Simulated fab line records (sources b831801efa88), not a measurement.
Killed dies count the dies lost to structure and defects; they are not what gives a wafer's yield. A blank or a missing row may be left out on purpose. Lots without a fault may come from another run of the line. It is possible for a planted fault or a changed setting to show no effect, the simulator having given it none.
fab line records	flow sky130
[record] lots = 12	wafers = 36	lastDay = 50
route steps=708 shown CAP2M@604 METAL4@633 PASSIVATION@682 PAD_OPEN@708
lots that met no fault: from a run of the same line without faults
startH: hours from the record's first day to the start of the lot's first wafer shown	waitH: hours since the lot's step before	" the same as in the row above	L1.1+2: a row that stands for several wafers	- value missing, or start not given	* or withheld: withheld	< > ~ a bound
route shown NAME@n: names a module that has steps shown in the file, with the first one's number in the route	usual: the fault-free wafers' mean and standard deviation	same: alike in all rows	chamber/n: place in a boat	sites: readings site by site	_std_site: standard deviation across them	_edge_site: the outer-site mean with the inner-site mean subtracted	radiusMm: how far each site lies from the wafer's centre	mask NAME#n: copy n	behind: tool/chamber where the wafer was last shaped	hold: why the lot was held/for how many hours/how that ended	device: the n, p or np transistor that did not switch	end of line: at the end of the route, the tests of the same wafers	where a step has no rows: the recipe by itself	killed: the dies lost at the first sort to structure and to defects; this is not the yield of the wafer	map: shows each die of a wafer: x if killed, . if not, _ if none is there
set.NAME: the setting the step ran with; set.NAME@STEP: the setting that earlier step ran with	model.NAME: the simulator's own value behind a step, which no gauge read
a sample of lots followed through the steps of the route, with each step as a table and each wafer as a row
services: a tool's chamber out of use, with start hour (startH, from the record's first day; less than 0 if before it), hours out, and reason
[[steps]]
[step SKY_CAP2M_THK_MEAS_01]
[recipe] reads = SiO2_of_CAP2M_CVD_00
[usual] CAP2M_CVD_00_THK = 15.47/0.26
lot.wafer	tool	chamber	startH	waitH	CAP2M_CVD_00_THK[nm]
L891.2	filmMetro-01	-	930.26	-	15.43
L891.3	"	-	"	"	15.29
L891.6	"	-	"	"	15.49
L892.3	filmMetro-04	-	941.56	-	15.39
L892.5	"	-	"	"	15.05
L892.6	"	-	"	"	15.18
L894.2	filmMetro-01	-	959.14	-	15.21
L894.3	"	-	"	"	15.33
L894.5	"	-	"	"	15.42
L895.1	filmMetro-02	-	962.74	-	15.47
L895.5	"	-	"	"	15.23
L895.6	"	-	"	"	15.77
L897.1	filmMetro-02	-	977.60	-	15.84
L897.2	"	-	"	"	15.10
L897.3	"	-	"	"	15.22
L898.1	filmMetro-02	-	983.70	-	15.50
L898.4	"	-	"	"	15.45
L898.6	"	-	"	"	15.62
L899.1	filmMetro-01	-	995.57	-	15.05
L899.5	"	-	"	"	15.48
L899.6	"	-	"	"	15.56
L901.1	filmMetro-01	-	1006.42	-	15.62
L901.3	"	-	"	"	15.30
L901.4	"	-	"	"	15.55
L902.2	filmMetro-01	-	1017.30	-	15.33
L902.3	"	-	"	"	15.60
L902.5	"	-	"	"	15.85
L903.3	filmMetro-01	-	1019.94	-	15.74
L903.4	"	-	"	"	15.86
L903.6	"	-	"	"	15.69
L905.2	filmMetro-02	-	1038.97	-	14.99
L905.5	"	-	"	"	15.16
L905.6	"	-	"	"	15.36
L911.3	filmMetro-01	-	1070.41	-	15.77
L911.5	"	-	"	"	15.82
L911.6	"	-	"	"	15.57
[step SKY_CAP2M_SPUTTER_02]
[recipe] material = TiN	targetThkNm = 200	tempC = 300	powerW = 6500	timeS = 166.7	chamberPressurePa = 0.4
[usual] cathodeDcPowerW = 6499.8/1.2	throttleValvePct = 30.2/1.1
lot.wafer	tool	chamber	startH	waitH	cathodeDcPowerW	throttleValvePct
L891.2	pvdSputter-03	-	930.31	0.0	6497.8	31.1
L891.3	"	-	"	"	6502.4	28.9
L891.6	"	-	"	"	6499.4	30.7
L892.3	pvdSputter-03	-	941.60	0.0	6499.8	30.6
L892.5	"	-	"	"	6500.2	30.6
L892.6	"	-	"	"	6499.3	31.1
L894.2	pvdSputter-04	-	959.19	0.0	6499.2	29.4
L894.3	"	-	"	"	6497.6	32.1
L894.5	"	-	"	"	6498.6	29.6
L895.1	pvdSputter-04	-	962.80	0.1	6499.5	29.6
L895.5	"	-	"	"	6501.7	28.4
L895.6	"	-	"	"	6501.7	32.1
L897.1	pvdSputter-03	-	977.66	0.1	6500.3	30.6
L897.2	"	-	"	"	6500.9	29.0
L897.3	"	-	"	"	6499.1	30.9
L898.1	pvdSputter-02	-	983.76	0.1	6499.2	30.5
L898.4	"	-	"	"	6499.2	31.1
L898.6	"	-	"	"	6499.4	29.5
L899.1	pvdSputter-03	-	995.63	0.1	6501.2	29.1
L899.5	"	-	"	"	6500.4	29.0
L899.6	"	-	"	"	6499.9	31.0
L901.1	pvdSputter-03	-	1006.48	0.1	6499.4	30.7
L901.3	"	-	"	"	6501.5	28.9
L901.4	"	-	"	"	6498.9	31.1
L902.2	pvdSputter-03	-	1017.35	0.0	6497.6	28.8
L902.3	"	-	"	"	6499.7	30.7
L902.5	"	-	"	"	6499.8	31.1
L903.3	pvdSputter-04	-	1019.98	0.0	6498.9	29.5
L903.4	"	-	"	"	6500.7	29.5
L903.6	"	-	"	"	6499.7	29.3
L905.2	pvdSputter-03	-	1039.02	0.0	6498.6	30.9
L905.5	"	-	"	"	6500.3	30.7
L905.6	"	-	"	"	6500.6	30.8
L911.3	pvdSputter-02	-	1070.45	0.0	6501.7	30.8
L911.5	"	-	"	"	6500.6	30.7
L911.6	"	-	"	"	6500.9	30.8
[step SKY_METAL4_ETCH_17]
[recipe] target = SiO2	stopOn = TiN	chemistry = C4F8/O2/Ar	sourceW = 1500	biasW = 1200	pressureMtorr = 40	c4f8FlowSccm = withheld	O2_flow_sccm = 6	Ar_flow_sccm = 300	timeS = 3.9	targetDepthA = 150
[usual] oesProductAu = 0.750/0.0077
lot.wafer	tool	chamber	startH	waitH	oesProductAu	rfHoursCounterH
L891.2	rieDiel-04	2	979.25	0.1	0.749	9
L891.3	"	1	"	"	0.744	7
L891.6	"	2	"	"	0.753	-
L892.3	rieDiel-04	2	990.35	0.0	0.743	9
L892.5	"	0	"	"	0.745	-
L892.6	"	1	"	"	0.745	-
L894.2	rieDiel-01	0	1006.70	0.1	0.737	5
L894.3	"	1	"	"	0.748	14
L894.5	"	3	"	"	0.744	-
L895.1	rieDiel-01	1	1010.10	0.1	0.756	14
L895.5	"	0	"	"	0.741	-
L895.6	"	3	"	"	0.764	-
L897.1	rieDiel-01	3	1024.95	0.1	0.763	14
L897.2	"	0	"	"	0.747	5
L897.3	"	2	"	"	0.741	12
L898.1	rieDiel-03	2	1031.15	0.1	0.750	13
L898.4	"	0	"	"	0.741	12
L898.6	"	3	"	"	0.748	-
L899.1	rieDiel-03	2	1042.50	0.1	0.745	13
L899.5	"	3	"	"	0.752	-
L899.6	"	0	"	"	0.761	-
L901.1	rieDiel-03	3	1052.35	0.1	0.754	19
L901.3	"	1	"	"	0.755	22
L901.4	"	0	"	"	0.746	12
L902.2	rieDiel-03	3	1061.07	0.1	0.756	19
L902.3	"	0	"	"	0.759	13
L902.5	"	3	"	"	0.760	-
L903.3	rieDiel-01	1	1065.65	0.0	0.764	16
L903.4	"	2	"	"	0.761	14
L903.6	"	0	"	"	0.748	-
L905.2	rieDiel-01	1	1083.55	0.1	0.746	16
L905.5	"	3	"	"	0.741	-
L905.6	"	2	"	"	0.754	-
L911.3	rieDiel-01	1	1111.90	0.0	0.752	17
L911.5	"	3	"	"	0.754	-
L911.6	"	0	"	"	0.753	-
[step SKY_PASSIVATION_THK_MEAS_01]
[recipe] reads = SiO2_of_PASSIVATION_CVD_00
[usual] PASSIVATION_CVD_00_THK = 90.2/1.2
lot.wafer	tool	chamber	startH	waitH	PASSIVATION_CVD_00_THK[nm]
L891.2	filmMetro-04	-	1029.41	-	87.3
L891.3	"	-	"	"	87.7
L891.6	"	-	"	"	89.0
L892.3	filmMetro-02	-	1039.61	-	92.0
L892.5	"	-	"	"	90.4
L892.6	"	-	"	"	90.8
L894.2	filmMetro-02	-	1056.06	-	90.1
L894.3	"	-	"	"	90.0
L894.5	"	-	"	"	89.8
L895.1	filmMetro-03	-	1058.14	-	90.3
L895.5	"	-	"	"	91.8
L895.6	"	-	"	"	90.5
L897.1	filmMetro-02	-	1073.21	-	91.3
L897.2	"	-	"	"	90.2
L897.3	"	-	"	"	90.5
L898.1	filmMetro-03	-	1078.60	-	89.6
L898.4	"	-	"	"	91.9
L898.6	"	-	"	"	89.9
L899.1	filmMetro-02	-	1088.81	-	89.8
L899.5	"	-	"	"	91.2
L899.6	"	-	"	"	91.4
L901.1	filmMetro-02	-	1097.79	-	89.0
L901.3	"	-	"	"	88.0
L901.4	"	-	"	"	90.2
L902.2	filmMetro-04	-	1105.07	-	88.7
L902.3	"	-	"	"	89.0
L902.5	"	-	"	"	90.9
L903.3	filmMetro-02	-	1109.93	-	88.9
L903.4	"	-	"	"	90.3
L903.6	"	-	"	"	90.0
L905.2	filmMetro-02	-	1126.20	-	88.6
L905.5	"	-	"	"	90.0
L905.6	"	-	"	"	90.3
L911.3	filmMetro-04	-	1153.36	-	88.4
L911.5	"	-	"	"	90.8
L911.6	"	-	"	"	92.8
[step SKY_PAD_OPEN_PROBE_99]
[usual] defectLimitedYield = 82.9/2	killed_at_M0_to_M3 = 43/7	killed_at_M4_up = 3.0/1.9	killedAtContacts = 24/4.6	killedAtFrontEnd = 15/4.1	killedAtOther = 0.3/0.52	killedDies = 84/9.7	killedOpen = 46/6.9	killedShort = 38/6.8	sort_bin_3_pad_short = 0.8/0.41	sort_bin_5_function = 10.2/1.5	sort_bin_6_memory = 6.1/1.1	sortNPass = 408/9.7	sortYieldPct = 82.9/2
[same] grossDies = 492	killedAtBackSide = 0	sort_bin_4_leakage[%] = 0	sort_bin_8_speed[%] = 0
lot.wafer	tool	chamber	startH	waitH	hold	defectLimitedYield[%]	killed_at_M0_to_M3	killed_at_M4_up	killedAtContacts	killedAtFrontEnd	killedAtOther	killedDies	killedOpen	killedShort	sort_bin_3_pad_short[%]	sort_bin_5_function[%]	sort_bin_6_memory[%]	sortNPass	sortYieldPct[%]
L891.2	prober-02	-	1075.86	0.1	-	86.2	25	4	25	13	1	68	36	30	0.4	8.7	4.7	424	86.2
L891.3	prober-02	-	1075.91	0.2	-	83.5	40	3	17	21	0	81	43	38	0.2	10.2	6.1	411	83.5
L891.6	prober-02	-	1076.06	0.2	-	85.2	40	2	17	14	0	73	48	23	0.4	9.8	4.7	419	85.2
L892.3	prober-01	-	1084.59	0.2	-	82.3	41	1	24	20	1	87	44	43	1.6	10.4	5.7	405	82.3
L892.5	prober-01	-	1084.69	0.2	-	81.9	41	3	23	21	1	89	56	33	0.4	11.2	6.5	403	81.9
L892.6	prober-01	-	1084.74	0.2	-	83.5	37	4	22	18	0	81	46	33	0.8	10.6	5.1	411	83.5
L894.2	prober-01	-	1098.67	0.1	-	82.5	47	4	25	9	1	86	53	33	0.4	10.8	6.3	406	82.5
L894.3	prober-01	-	1098.72	0.2	-	83.9	41	2	15	20	1	79	44	35	0.6	9.3	6.1	413	83.9
L894.5	prober-01	-	1098.82	0.2	-	83.5	39	3	26	13	0	81	44	37	1.2	9.6	5.7	411	83.5
L895.1	prober-02	-	1102.36	0.1	-	81.3	45	8	24	15	0	92	52	40	1.8	10.8	6.1	400	81.3
L895.5	prober-02	-	1102.56	0.2	-	82.1	41	4	20	23	0	88	51	37	0.6	11.4	5.9	404	82.1
L895.6	prober-02	-	1102.61	0.2	-	80.7	50	1	25	19	0	95	55	40	0.8	10.8	7.7	397	80.7
L897.1	prober-02	-	1116.20	0.1	-	81.3	53	1	24	14	0	92	45	46	0.4	9.8	8.5	400	81.3
L897.2	prober-02	-	1116.25	0.1	-	79.5	52	2	26	21	0	101	53	47	0.6	14.8	5.1	391	79.5
L897.3	prober-02	-	1116.30	0.2	-	82.1	40	1	28	18	1	88	43	45	0.8	10.4	6.7	404	82.1
L898.1	prober-01	-	1120.15	0.1	-	84.6	41	2	21	12	0	76	41	35	0.4	10.0	5.1	416	84.6
L898.4	prober-01	-	1120.30	0.2	-	81.3	50	4	25	13	0	92	57	35	1.4	11.0	6.3	400	81.3
L898.6	prober-01	-	1120.40	0.2	-	83.3	40	3	28	11	0	82	49	33	0.6	8.9	7.1	410	83.3
L899.1	prober-02	-	1130.43	0.1	-	80.5	53	3	27	13	0	96	48	48	1.6	13.2	4.7	396	80.5
L899.5	prober-02	-	1130.63	0.2	-	82.5	47	6	17	16	0	86	44	42	1.0	9.3	7.1	406	82.5
L899.6	prober-02	-	1130.68	0.2	-	81.3	50	3	18	21	0	92	49	43	1.0	10.4	7.3	400	81.3
L901.1	prober-01	-	1138.88	0.1	-	84.6	36	3	25	12	0	76	40	36	0.2	9.6	5.7	416	84.6
L901.3	prober-01	-	1138.98	0.2	-	80.7	55	2	22	16	0	95	53	41	1.0	12.6	5.7	397	80.7
L901.4	prober-01	-	1139.03	0.2	-	82.1	48	2	23	14	1	88	39	48	1.4	11.0	5.5	404	82.1
L902.2	prober-02	-	1145.73	0.1	awaitDispo/3.3h/release	72.0	42	2	27	16	51	138	45	42	3.5	18.3	6.3	354	72.0
L902.3	prober-02	-	1145.78	0.2	awaitDispo/3.3h/release	69.3	52	5	23	17	54	151	44	52	3.5	17.7	9.6	341	69.3
L902.5	prober-02	-	1145.88	0.2	awaitDispo/3.3h/release	73.8	39	3	24	11	52	129	43	33	3.3	17.7	5.3	363	73.8
L903.3	prober-01	-	1151.03	0.2	-	82.9	47	5	15	16	1	84	43	38	1.8	10.0	5.3	408	82.9
L903.4	prober-01	-	1151.08	0.2	-	85.2	43	4	13	13	0	73	45	27	1.0	8.5	5.3	419	85.2
L903.6	prober-01	-	1151.18	0.2	-	86.2	33	0	19	16	0	68	39	28	0.8	8.7	4.3	424	86.2
L905.2	prober-01	-	1164.33	0.1	awaitDispo/2.5h/release	74.0	37	3	21	7	60	128	37	31	3.7	14.0	8.3	364	74.0
L905.5	prober-01	-	1164.48	0.2	awaitDispo/2.5h/release	73.4	35	5	22	12	57	131	38	36	3.3	14.2	9.1	361	73.4
L905.6	prober-01	-	1164.53	0.2	awaitDispo/2.5h/release	70.5	53	4	21	11	56	145	40	49	3.7	19.1	6.7	347	70.5
L911.3	prober-01	-	1188.63	0.2	-	86.4	32	3	22	8	2	67	37	29	0.8	7.3	5.5	425	86.4
L911.5	prober-01	-	1188.73	0.2	-	80.9	45	0	31	18	0	94	55	39	1.0	12.8	5.3	398	80.9
L911.6	prober-01	-	1188.78	0.2	-	86.2	29	8	22	9	0	68	34	34	1.2	7.5	5.1	424	86.2
// killed by level:class
L891.2 LOCAL_INTERCONNECT:geometricParticle:short=9 FIELD_ISO:geometricParticle:open=6 LI_CONTACT:geometricParticle:open=5 CONTACT:geometricParticle:short=5 VIA1:geometricParticle:open=5 CONTACT:geometricParticle:open=3 METAL1:geometricParticle:short=3 METAL2:geometricParticle:short=3
L891.3 VIA1:geometricParticle:open=11 METAL1:geometricParticle:short=7 VIA2:geometricParticle:open=7 FIELD_ISO:geometricParticle:open=6 FIELD_ISO:geometricParticle:short=5 LI_CONTACT:geometricParticle:short=5 VIA1:geometricParticle:short=4 METAL2:geometricParticle:short=4
L891.6 VIA1:geometricParticle:open=11 LI_CONTACT:geometricParticle:open=9 VIA3:geometricParticle:open=8 CONTACT:geometricParticle:open=5 VIA1:geometricParticle:short=5 FIELD_ISO:geometricParticle:short=4 VIA2:geometricParticle:open=4 FIELD_ISO:geometricParticle:open=3
L892.3 CONTACT:geometricParticle:open=9 VIA1:geometricParticle:short=9 VIA2:geometricParticle:open=7 LI_CONTACT:geometricParticle:open=6 POLY_GATE:geometricParticle:open=5 METAL2:geometricParticle:short=5 VIA3:geometricParticle:open=5 FIELD_ISO:geometricParticle:short=4
L892.5 VIA1:geometricParticle:open=14 FIELD_ISO:geometricParticle:open=8 CONTACT:geometricParticle:open=8 POLY_GATE:geometricParticle:open=6 VIA3:geometricParticle:open=6 VIA2:geometricParticle:open=5 LI_CONTACT:geometricParticle:open=5 CONTACT:geometricParticle:short=5
L892.6 CONTACT:geometricParticle:open=10 VIA1:geometricParticle:open=10 FIELD_ISO:geometricParticle:open=5 VIA1:geometricParticle:short=5 VIA2:geometricParticle:open=5 VIA3:geometricParticle:open=5 LI_CONTACT:geometricParticle:open=4 CONTACT:geometricParticle:short=4
L894.2 CONTACT:geometricParticle:open=11 METAL2:geometricParticle:short=10 VIA2:geometricParticle:open=9 LI_CONTACT:geometricParticle:open=7 VIA3:geometricParticle:open=6 VIA1:geometricParticle:open=5 POLY_GATE:geometricParticle:open=4 METAL1:geometricParticle:short=4
L894.3 VIA1:geometricParticle:open=9 LI_CONTACT:geometricParticle:open=8 VIA2:geometricParticle:open=6 VIA3:geometricParticle:open=6 POLY_GATE:geometricParticle:open=5 FIELD_ISO:geometricParticle:short=4 POLY_GATE:geometricParticle:short=4 METAL1:geometricParticle:short=4
L894.5 LI_CONTACT:geometricParticle:open=11 VIA1:geometricParticle:open=10 LOCAL_INTERCONNECT:geometricParticle:short=6 CONTACT:geometricParticle:open=6 VIA2:geometricParticle:open=6 VIA2:geometricParticle:short=5 POLY_GATE:geometricParticle:short=4 METAL2:geometricParticle:short=4
L895.1 CONTACT:geometricParticle:open=11 VIA1:geometricParticle:open=10 VIA1:geometricParticle:short=6 VIA3:geometricParticle:open=6 METAL1:geometricParticle:short=5 VIA3:geometricParticle:short=5 POLY_GATE:geometricParticle:open=4 LI_CONTACT:geometricParticle:short=4
L895.5 VIA2:geometricParticle:open=10 LI_CONTACT:geometricParticle:open=8 VIA1:geometricParticle:open=8 POLY_GATE:geometricParticle:open=7 POLY_GATE:geometricParticle:short=5 VIA3:geometricParticle:open=5 FIELD_ISO:geometricParticle:short=4 FIELD_ISO:geometricParticle:open=3
L895.6 VIA1:geometricParticle:open=10 VIA2:geometricParticle:open=9 METAL2:geometricParticle:short=8 LI_CONTACT:geometricParticle:open=7 VIA3:geometricParticle:open=7 CONTACT:geometricParticle:open=6 CONTACT:geometricParticle:short=6 POLY_GATE:geometricParticle:open=5
L897.1 VIA2:geometricParticle:open=11 VIA1:geometricParticle:short=11 CONTACT:geometricParticle:open=10 VIA3:geometricParticle:open=7 METAL1:geometricParticle:short=6 CONTACT:geometricParticle:short=5 VIA2:geometricParticle:short=5 FIELD_ISO:geometricParticle:open=4
L897.2 CONTACT:geometricParticle:open=10 VIA1:geometricParticle:open=8 METAL1:geometricParticle:short=7 VIA2:geometricParticle:open=7 LI_CONTACT:geometricParticle:open=7 VIA1:geometricParticle:short=6 METAL2:geometricParticle:short=6 VIA3:geometricParticle:open=6
L897.3 LI_CONTACT:geometricParticle:open=9 CONTACT:geometricParticle:open=7 FIELD_ISO:geometricParticle:short=6 VIA1:geometricParticle:open=6 METAL1:geometricParticle:short=5 VIA2:geometricParticle:open=5 VIA1:geometricParticle:short=5 VIA3:geometricParticle:open=5
L898.1 VIA1:geometricParticle:open=11 METAL2:geometricParticle:short=8 CONTACT:geometricParticle:open=7 VIA2:geometricParticle:open=7 LOCAL_INTERCONNECT:geometricParticle:short=4 LI_CONTACT:geometricParticle:open=4 POLY_GATE:geometricParticle:open=3 LI_CONTACT:geometricParticle:short=3
L898.4 VIA1:geometricParticle:open=20 LI_CONTACT:geometricParticle:open=9 VIA2:geometricParticle:open=9 CONTACT:geometricParticle:open=8 METAL1:geometricParticle:short=5 FIELD_ISO:geometricParticle:short=4 SPACER:geometricParticle:short=4 VIA3:geometricParticle:open=4
L898.6 CONTACT:geometricParticle:open=13 VIA1:geometricParticle:open=9 VIA3:geometricParticle:open=9 LI_CONTACT:geometricParticle:open=6 VIA1:geometricParticle:short=5 CONTACT:geometricParticle:short=4 LOCAL_INTERCONNECT:geometricParticle:short=4 VIA3:geometricParticle:short=4
L899.1 VIA1:geometricParticle:open=11 VIA2:geometricParticle:open=10 VIA2:geometricParticle:short=8 METAL1:geometricParticle:short=7 CONTACT:geometricParticle:open=6 CONTACT:geometricParticle:short=6 LOCAL_INTERCONNECT:geometricParticle:short=6 POLY_GATE:geometricParticle:open=4
L899.5 VIA1:geometricParticle:open=10 CONTACT:geometricParticle:open=7 METAL1:geometricParticle:short=6 VIA3:geometricParticle:open=6 FIELD_ISO:geometricParticle:short=5 VIA1:geometricParticle:short=5 VIA3:geometricParticle:short=5 VIA2:geometricParticle:open=4
L899.6 METAL1:geometricParticle:short=9 VIA3:geometricParticle:open=8 LI_CONTACT:geometricParticle:open=8 VIA1:geometricParticle:open=8 FIELD_ISO:geometricParticle:open=7 POLY_GATE:geometricParticle:short=7 VIA2:geometricParticle:open=7 VIA1:geometricParticle:short=6
L901.1 VIA1:geometricParticle:open=9 CONTACT:geometricParticle:open=7 VIA3:geometricParticle:open=7 LI_CONTACT:geometricParticle:open=6 LI_CONTACT:geometricParticle:short=5 LOCAL_INTERCONNECT:geometricParticle:short=4 FIELD_ISO:geometricParticle:short=3 CONTACT:geometricParticle:short=3
L901.3 CONTACT:geometricParticle:open=10 VIA1:geometricParticle:open=10 VIA3:geometricParticle:open=9 METAL2:geometricParticle:short=8 VIA2:geometricParticle:open=7 LI_CONTACT:geometricParticle:open=5 POLY_GATE:geometricParticle:short=4 CONTACT:geometricParticle:short=4
L901.4 FIELD_ISO:geometricParticle:short=7 CONTACT:geometricParticle:open=7 METAL1:geometricParticle:short=7 METAL3:geometricParticle:short=6 VIA1:geometricParticle:short=6 VIA1:geometricParticle:open=6 VIA2:geometricParticle:open=6 LI_CONTACT:geometricParticle:open=5
L902.2 CAP2M:unspecified=51 CONTACT:geometricParticle:open=9 LI_CONTACT:geometricParticle:open=8 METAL2:geometricParticle:short=7 FIELD_ISO:geometricParticle:open=6 VIA2:geometricParticle:open=6 METAL1:geometricParticle:short=6 VIA1:geometricParticle:short=6
L902.3 CAP2M:unspecified=53 VIA1:geometricParticle:open=14 METAL1:geometricParticle:short=9 VIA1:geometricParticle:short=7 CONTACT:geometricParticle:open=6 METAL2:geometricParticle:short=6 LI_CONTACT:geometricParticle:open=5 LI_CONTACT:geometricParticle:short=5
L902.5 CAP2M:unspecified=51 CONTACT:geometricParticle:open=9 VIA1:geometricParticle:open=9 LI_CONTACT:geometricParticle:open=6 VIA2:geometricParticle:open=5 POLY_GATE:geometricParticle:open=4 CONTACT:geometricParticle:short=4 LOCAL_INTERCONNECT:geometricParticle:short=4
L903.3 VIA1:geometricParticle:open=11 VIA2:geometricParticle:open=11 METAL2:geometricParticle:short=10 FIELD_ISO:geometricParticle:open=5 CONTACT:geometricParticle:short=5 VIA1:geometricParticle:short=4 VIA3:geometricParticle:short=4 VIA3:geometricParticle:open=4
L903.4 VIA1:geometricParticle:open=14 CONTACT:geometricParticle:open=6 METAL1:geometricParticle:short=5 FIELD_ISO:geometricParticle:open=4 METAL1:geometricParticle:open=4 METAL2:geometricParticle:open=4 METAL2:geometricParticle:short=4 VIA2:geometricParticle:short=4
L903.6 VIA1:geometricParticle:open=8 LI_CONTACT:geometricParticle:open=6 CONTACT:geometricParticle:open=5 CONTACT:geometricParticle:short=5 VIA2:geometricParticle:open=5 VIA3:geometricParticle:open=5 POLY_GATE:geometricParticle:short=4 FIELD_ISO:geometricParticle:short=3
L905.2 CAP2M:unspecified=60 CONTACT:geometricParticle:open=11 METAL2:geometricParticle:short=6 VIA2:geometricParticle:open=5 VIA3:geometricParticle:open=5 VIA1:geometricParticle:open=4 LI_CONTACT:geometricParticle:open=4 VIA1:geometricParticle:short=4
L905.5 CAP2M:unspecified=57 CONTACT:geometricParticle:open=9 VIA1:geometricParticle:open=6 CONTACT:geometricParticle:short=6 METAL1:geometricParticle:short=6 VIA3:geometricParticle:open=6 POLY_GATE:geometricParticle:open=5 VIA1:geometricParticle:short=5
L905.6 CAP2M:unspecified=56 VIA1:geometricParticle:open=10 VIA3:geometricParticle:open=8 CONTACT:geometricParticle:open=7 METAL2:geometricParticle:short=6 CONTACT:geometricParticle:short=5 METAL3:geometricParticle:short=5 METAL1:geometricParticle:short=5
L911.3 CONTACT:geometricParticle:open=9 VIA1:geometricParticle:open=7 VIA2:geometricParticle:open=5 VIA3:geometricParticle:open=5 CONTACT:geometricParticle:short=4 VIA1:geometricParticle:short=4 FIELD_ISO:geometricParticle:open=3 LI_CONTACT:geometricParticle:open=3
L911.5 CONTACT:geometricParticle:open=12 VIA3:geometricParticle:open=8 FIELD_ISO:geometricParticle:open=7 VIA1:geometricParticle:open=7 LI_CONTACT:geometricParticle:open=6 VIA2:geometricParticle:open=6 LOCAL_INTERCONNECT:geometricParticle:short=5 VIA2:geometricParticle:short=5
L911.6 CONTACT:geometricParticle:open=8 METAL2:geometricParticle:short=7 LI_CONTACT:geometricParticle:open=6 VIA1:geometricParticle:open=5 METAL4:geometricParticle:short=5 VIA2:geometricParticle:short=4 POLY_GATE:geometricParticle:open=3 LOCAL_INTERCONNECT:geometricParticle:short=3
[[services]]
tool	chamber	startH	hours	kind
rieDiel-03	-	931.86	0.5	repair
rieDiel-01	1	934.91	21.7	repair
pvdSputter-02	-	937.96	15.0	repair
rieDiel-04	1	940.00	5.6	repair
rieDiel-03	3	954.49	11.0	repair
rieDiel-04	3	986.26	12.3	repair
pvdSputter-03	-	987.66	2.1	repair
rieDiel-03	0	996.51	8.5	repair
pvdSputter-04	2	999.92	-	consumableReplace:kit
pvdSputter-04	2	999.92	18.0	scheduledDown
pvdSputter-04	2	999.92	18.0	ventCycle
rieDiel-04	2	1007.67	28.8	repair
rieDiel-03	1	1020.61	2.5	repair
pvdSputter-03	3	1028.91	-	consumableReplace:kit
pvdSputter-03	3	1028.91	18.0	scheduledDown
pvdSputter-03	3	1028.91	18.0	ventCycle
pvdSputter-03	-	1060.25	1.5	repair
rieDiel-03	-	1083.61	0.2	repair
pvdSputter-02	-	1085.94	2.8	repair
rieDiel-03	-	1102.33	4.3	pm
pvdSputter-03	2	1107.73	-	consumableReplace:kit
pvdSputter-03	2	1107.73	18.0	scheduledDown
pvdSputter-03	2	1107.73	18.0	ventCycle
rieDiel-03	1	1109.09	8.2	repair
[[key]]
[firstSign] step = SKY_PAD_OPEN_PROBE_99	reading = killedAtOther	direction = up	sigmas = 55	usual = 0.3	struck = 55
[effect] step = SKY_PAD_OPEN_PROBE_99	reading = sort_bin_3_pad_short	direction = up	sigmas = 6.4	usual = 0.8	struck = 3.5
metAt SKY_CAP2M_SPUTTER_02
struckLots L902,L905
notActingAt SKY_CAP2M_THK_MEAS_01,SKY_METAL4_ETCH_17,SKY_PASSIVATION_THK_MEAS_01
onsetBetween 1006.48 1017.35
[fault] kind = chamberParticleSource	tool = pvdSputter-03	chamber = -	onsetH = 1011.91	steps = SKY_CAP2M_SPUTTER_02	ratePerVisitCm2 = 1.214	endH = 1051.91
